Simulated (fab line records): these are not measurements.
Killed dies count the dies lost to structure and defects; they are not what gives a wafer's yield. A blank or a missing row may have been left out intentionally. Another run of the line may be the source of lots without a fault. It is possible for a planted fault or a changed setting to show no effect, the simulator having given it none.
Struck lot and sound lot, side by side    flow sky130    21 out of 708 route steps
Sound: the wafers L232.2, L232.3, L232.5. Wafers struck: L223.1, L223.3, L223.6. The cause is given at the end.
At each step with rows: each side's tool, then ch and its chambers, then its first start. Under that, the readings that differ: sound wafers    struck wafers    difference of the means    sigmas: that difference in standard deviations of wafers without a fault.
alike: a reading whose means differ by less than 2 such deviations, as well as words and numbers matching on both sides. not compared: withheld readings; readings where some wafer has no value; bounds like >300 that might hide an equal value; numbers whose values overlap and for which the record gives no deviation.
The two part at a step that has a row with sigmas, a row that says differs or no value, or rows on one side only. Numbers that don't overlap but have no deviation are shown without sigmas and don't part them. Lack of a reading on every wafer of one side parts them only where that side has two or more wafers.

first, 1 step without rows for these wafers: SKY_FIELD_ISO_CVD_24 (deposits SiO2, target thk 595 nm, time 99.2 s).
SKY_FIELD_ISO_THK_MEAS_25:
  sound on film-metro-01 at day 6 22:17; struck on film-metro-02 at day 4 22:21
  alike: FIELD_ISO_CVD_24_THK
then, 1 step without rows for these wafers: SKY_FIELD_ISO_ANNEAL_26 (time 1800 s).
SKY_FIELD_ISO_CMP_27: polishes, stops on Si3N4, t overpolish 16 s, target thk 457.8 nm.
  sound on cmp-02 ch 0,1,2, day 7 01:12; struck on cmp-01 ch 1,3, day 4 23:55
  alike: edge-zone-pressure-frac, motor-current-A, overpolish-run-s, time-to-endpoint-s
then, 5 steps without rows for these wafers: SKY_FIELD_ISO_WET_ETCH_28 (etches SiO2 in dHF, target depth 23.7 nm, time 47 s); SKY_FIELD_ISO_WET_ETCH_29 (etches Si3N4 in H3PO4, target depth 160 nm, time 1825 s); SKY_FIELD_ISO_WET_ETCH_30 (etches SiO2 in dHF, target depth 25 nm, time 50 s); SKY_NWELL_CLEAN_00 (cleans in SC1/SC2, time 150 s); SKY_NWELL_OXIDATION_01 (stabilise 600 s, purge 300 s, target thk 10 nm).
SKY_NWELL_THK_MEAS_02:
  sound on film-metro-03 at day 7 08:07; struck on film-metro-01 at day 5 03:26
reading                   sound              struck           difference  sigmas
NWELL_OXIDATION_THK (nm)  10.40 10.37 10.48  9.79 9.74 10.05  -0.56       -3
then, 2 steps without rows for these wafers: SKY_DNWELL_DEHYDRATE_00 (time 60 s); SKY_DNWELL_HMDS_01 (prime time 60 s).
SKY_DNWELL_COAT_02: resist thk 3000 nm.
  sound on litho-track-02 ch 0, day 7 17:49; struck on litho-track-02 ch 0, day 5 12:29
reading                                   sound                 struck                difference  sigmas
spin-speed-rpm (rpm)                      2003.5 2000.4 2002.4  2135.7 2137.4 2135.7  +134.2      +89
model.coat_of_DNWELL_COAT_02.thk-nm (nm)  3007 3014 3006        2904 2905 2906        -104        
  alike: dispense-pressure-kPa, resist-line-temp-C
then, 3 steps without rows for these wafers: SKY_DNWELL_SOFTBAKE_03; SKY_DNWELL_EXPOSE_04 (exposes mask DNM, target cd 3000 nm); SKY_DNWELL_PEB_05.
SKY_DNWELL_DEVELOP_06: develop time 60 s.
  sound on litho-track-01 ch 0; struck on litho-track-02 ch 0
reading                                   sound           struck          difference  sigmas
model.coat_of_DNWELL_COAT_02.thk-nm (nm)  3003 3010 3002  2899 2901 2902  -104        
  alike: resist-line-temp-C
after that, 1 step had no rows for these wafers: SKY_DNWELL_IMPLANT_07.
SKY_DNWELL_STRIP_08: strips in O2/N2.
  sound on plasma-asher-02 ch 0,1, day 8 04:12; struck on plasma-asher-03 ch 0, day 5 22:02
reading                       sound              struck             difference  sigmas
drypump-motor-current-A (A)   6.08 6.29 6.31     5.70 5.71 5.71     -0.52       -3
strip-time-to-endpoint-s (s)  36.99 37.06 36.99  35.80 35.83 35.83  -1.19       -12
  alike: oes-product-au
  not compared: rf-hours-counter-h
SKY_DNWELL_TW_MEAS_09:
  sound on film-metro-03 at day 8 04:19; struck on film-metro-04 at day 5 22:08
  alike: DNWELL_TW
after that, 1 step had no rows for these wafers: SKY_PAD_OPEN_PROBE_99.

== WHERE THEY PART ==
Earliest at SKY_NWELL_THK_MEAS_02; latest, in this record, at SKY_DNWELL_STRIP_08. Later steps at which nothing parts them and some readings are alike: SKY_DNWELL_TW_MEAS_09.

WHY: whatever the simulator had introduced
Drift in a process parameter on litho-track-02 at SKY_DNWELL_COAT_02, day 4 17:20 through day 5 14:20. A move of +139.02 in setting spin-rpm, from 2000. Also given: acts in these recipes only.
